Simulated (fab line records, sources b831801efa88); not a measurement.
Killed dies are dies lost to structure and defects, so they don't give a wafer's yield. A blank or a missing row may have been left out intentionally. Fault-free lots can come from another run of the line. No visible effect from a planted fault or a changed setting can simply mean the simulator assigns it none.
A struck lot beside a sound one + flow sky130 + 16 steps out of a route of 708
Sound: these wafers, L770.1, L770.3, L770.5. Wafers L777.2, L777.3, L777.6 were the ones struck. At the end, the cause is stated.
Order at every step that has rows: each side's tool, ch and its chambers, its first start. Under that, the readings that differ: sound wafers + struck wafers + difference of the means + sigmas: that difference in standard deviations of wafers without a fault.
alike: readings with means less than 2 such deviations apart, plus words and numbers identical on both sides. not compared: withheld readings, readings lacking a value on some wafer, bounds such as >300 that could conceal the same value, and numbers that have no deviation in the record and whose values overlap.
A row with sigmas, a row that says differs or no value, or rows on one side alone: a step with any of these is where the two part. Non-overlapping numbers with no deviation appear without sigmas and do not part them. Lack of a reading on every wafer of one side parts them only where that side has two or more wafers.

SKY_METAL5_SPUTTER_03: material Ti, target thk 5 nm, time 3.3 s.
  struck on pvd sputter-01, day 45 14:55; sound on pvd sputter-01, day 43 22:58
  alike: throttle valve pct
SKY_METAL5_SPUTTER_04: material TiN, target thk 70 nm, time 58.3 s.
  struck on pvd sputter-01, day 45 14:56; sound on pvd sputter-01, day 43 22:59
  alike: throttle valve pct
SKY_METAL5_RS_MEAS_05: the measuring method here is four-point-probe.
  struck on film metro-04, day 45 15:01; sound on film metro-03, day 43 23:02
  alike: METAL5_ALCU_RS
SKY_METAL5_THK_MEAS_06: measures by xrf.
  struck on film metro-04, day 45 15:07; sound on film metro-03, day 43 23:10
  alike: METAL5_ALCU_THK
then, 7 steps without rows for these wafers: SKY_METAL5_DEHYDRATE_07 (time 60 s); SKY_METAL5_HMDS_08 (prime time 60 s); SKY_METAL5_COAT_09 (resist thk 1800 nm); SKY_METAL5_SOFTBAKE_10 (time 60 s); SKY_METAL5_EXPOSE_11 (exposes mask MM5, target cd 1600 nm); SKY_METAL5_PEB_12; SKY_METAL5_DEVELOP_13 (develop time 60 s).
SKY_METAL5_DESCUM_14: chemistry O2, time 11 s.
  sound on rie metal-04 ch 0, day 44 20:44; struck on rie metal-02 ch 0,1, day 46 11:47
| reading                     | sound       | struck      | difference | sigmas |
|-----------------------------|-------------|-------------|------------|--------|
| drypump motor current A (A) | 6.6 6.6 6.6 | 4.8 4.8 5.4 | -1.6       | -3     |
  alike: he backside leak sccm, oes product au
  not compared: rf hours counter h
SKY_METAL5_METAL_ETCH_15: etches the open film in Cl2/BCl3, stops on SiO2, target depth 1260 nm, time 252 s.
  sound on rie metal-04 ch 0, day 44 20:46; struck on rie metal-02 ch 0,1, day 46 11:49
| reading                                     | sound             | struck            | difference | sigmas |
|---------------------------------------------|-------------------|-------------------|------------|--------|
| drypump motor current A (A)                 | 6.6 6.6 6.6       | 4.8 4.8 5.4       | -1.6       | -3     |
| oes product au (a.u.)                       | 0.893 0.891 0.899 | 0.759 0.751 0.754 | -0.140     | -29    |
| model.METAL5.feature depth nm (nm)          | 1266 1265 1263    | 927.6 930.8 914.5 | -340.4     |        |
| model.etch.depth nm (nm)                    | 1266 1265 1263    | 927.6 930.8 914.5 | -340.4     |        |
| model.NOVOLAK_of_METAL5_COAT_09.thk nm (nm) | 1037 1041 1043    | 1326 1326 1331    | +287       |        |
  alike: he backside leak sccm, throttle valve pct
  not compared: rf hours counter h
SKY_METAL5_STRIP_16: strips in O2/N2.
  sound on plasma asher-02 ch 0, day 44 21:00; struck on plasma asher-02 ch 0,1, day 46 12:04
| reading                      | sound             | struck            | difference | sigmas |
|------------------------------|-------------------|-------------------|------------|--------|
| strip time to endpoint s (s) | 13.09 13.13 13.17 | 16.38 16.37 16.44 | +3.27      | +33    |
  alike: drypump motor current A, oes product au
  not compared: rf hours counter h
then, 1 step without rows for these wafers: SKY_METAL5_STRIP_17 (strips in post etch residue remover, time 1200 s).
SKY_PAD_OPEN_PROBE_99:
  struck on prober-01, day 48 07:24; sound on prober-02, day 46 17:09
| reading                  | sound          | struck         | difference | sigmas      |
|--------------------------|----------------|----------------|------------|-------------|
| defect limited yield (%) | 83.5 82.5 81.9 | 0 0 0          | -83        | -43         |
| killed_at_M4_up          | 3 3 0          | 402 421 397    | +405       | +99 or more |
| killed dies              | 81 86 89       | 492 492 492    | +407       | +43         |
| killed on rim            | 16 23 19       | 96 96 96       | +77        | +20         |
| sort_bin_5_function (%)  | 10.4 10.4 11.2 | 92.1 94.9 92.3 | +82.4      | +59         |
| sort n pass              | 411 406 403    | 0 0 0          | -407       | -43         |
| sort yield pct (%)       | 83.5 82.5 81.9 | 0 0 0          | -83        | -43         |
  alike: killed_at_M0_to_M3, killed at contacts, killed at front end, killed at other, killed open, killed short, sort_bin_3_pad_short, sort_bin_6_memory

== WHERE THEY PART ==
First at SKY_METAL5_DESCUM_14; last, within this record, at SKY_PAD_OPEN_PROBE_99.

WHY: whatever the simulator had introduced
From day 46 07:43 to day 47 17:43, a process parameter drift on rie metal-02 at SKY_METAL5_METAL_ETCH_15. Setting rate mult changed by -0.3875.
